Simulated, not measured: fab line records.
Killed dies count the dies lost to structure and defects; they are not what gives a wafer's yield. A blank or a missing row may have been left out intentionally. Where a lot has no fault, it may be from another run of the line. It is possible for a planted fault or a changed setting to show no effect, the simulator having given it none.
8D (eight disciplines) problem report, filled in by code :: flow sky130 :: the parts of the form that need people (team, actions taken, sign-off) are left out

## 1. THE ISSUE
Wafers without a fault read 14.999, standard deviation 0.0045; beamEnergyKeV at SKY_LDD_LDN_IMPLANT_09 reads a mean of 13.811 on 6 wafers belonging to 2 lots. That is -99 or more standard deviations from the usual mean.
First observed at day 24 23:01: wafer L567.3, on implanter-01. At this step, 39 wafers from 13 lots have a number in the record. Rule for "out", or "out of limits": more than 4 standard deviations from the usual mean. The other wafers with a number count as sound.

## 2. WHAT IT IS AND WHAT IT IS NOT
question: which readings at this step
is: beamEnergyKeV
is not: doseIonsCm2

question: which lots
is: L567, L568
is not: L561, L573, L575, L576, L577, L578, L579, L580, L581, L582, L584

question: which wafers of those lots
is: all that have a number
is not: -

question: read on which tools
is: implanter-01
is not: implanter-02, implanter-03

question: when
is: from day 24 23:01
is not: up to then (3 sound wafers); but 30 sound wafers of L573, L575, L576, L577, L578, L579, L580, L581, L582, L584 came after

## 3. SUSPECTS, AND WHAT RULES EACH OUT
Counting: a tool at any process step up to the reading remains a suspect when it ran all the lots that are out and ran no sound lot after the first of those.
- implanter-01 at SKY_LDD_LDN_IMPLANT_09: ruled out as a lasting fault. Following L567 (day 24 23:01), the first lot on it that is out, the sound lots L578, L580 were run on it.
Left after counting: nothing in the record.

## 4. THE CAUSE (what the simulator had put in)
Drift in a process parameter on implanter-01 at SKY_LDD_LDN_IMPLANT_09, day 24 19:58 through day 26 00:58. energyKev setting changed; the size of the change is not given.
Counting ruled it out, wrongly.

## 5. THE EFFECT CHAIN, in route order
Rows list readings where the struck wafers' mean (over those with a number) sits beyond 3 standard deviations from the usual. Scope: only readings with a usual standard deviation given in the record; hours: median across lots of the time from each lot's start at the first step in this table that gives one to its start at this step; sigmas: change in usual standard deviations.
hours: 0
step: SKY_LDD_LDN_IMPLANT_09
reading: beamEnergyKeV
usual: 14.999
on struck wafers: 13.811
change: -1.188
sigmas: -99 or more
Its process steps:
- SKY_LDD_LDN_IMPLANT_09

## 6. HOW IT WOULD HAVE BEEN CAUGHT EARLIER
In this record no reading fell out of limits until day 24 23:01, 3 hours after the fault had begun at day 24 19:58.
